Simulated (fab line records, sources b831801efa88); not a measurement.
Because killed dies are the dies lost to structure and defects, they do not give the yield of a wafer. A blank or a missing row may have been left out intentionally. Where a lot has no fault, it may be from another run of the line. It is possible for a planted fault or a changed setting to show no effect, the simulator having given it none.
Chamber matching ; flow sky130 ; cmp-02 running SKY_LI_CONTACT_CMP_24: 4 sister chambers
The step polishes, stops on PSG, t overpolish 20 s, target thk 0 nm. 8 wafers are shown with their chamber, then 7 later ones without.

== WAFERS, EACH WITH ITS CHAMBER ==
wafer;chamber;motor current A (A);time to endpoint s (s)
L185.1;3;10.3;91
L185.2;0;13.1;87
L191.6;3;10.4;91
L192.1;2;10.7;97
L192.2;1;11.1;94
L192.3;0;12.7;88
L201.1;1;11.8;96
L201.3;2;10.7;101

== WAFERS WITHOUT THEIR CHAMBER ==
wafer;motor current A (A);time to endpoint s (s)
L201.6;10.5;93
L203.1;10.5;95
L203.2;10.7;90
L203.5;11.7;91
L205.4;11.1;102
L205.5;11.3;91
L205.6;13.6;90

== WHICH CHAMBER EACH ONE RAN IN ==
wafer;from the rows above;in truth
L201.6;3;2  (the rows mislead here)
L203.1;can't be placed: 3 or 2 or 1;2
L203.2;3;3
L203.5;1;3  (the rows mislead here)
L205.4;2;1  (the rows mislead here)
L205.5;can't be placed: 1 or 3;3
L205.6;0;0
Correctly placed: 2 of 7. Cannot be placed on the basis of these rows: 2; the candidates contain the true chamber in 2. Number placed wrongly: 3.
How it was worked out, from the rows above alone: a wafer's distance from a chamber is the root of the sum, over the readings, of the square of ((its reading less the chamber's mean) divided by the reading's scatter). The wafer belongs to the nearest chamber; if the next one is less than 2 further off, it can't be placed. The mean given for a chamber averages the wafers shown for that chamber. The scatter: the root of (the sum of the squares of (reading less its chamber's mean) over the shown wafers, divided by (wafers less chambers)).
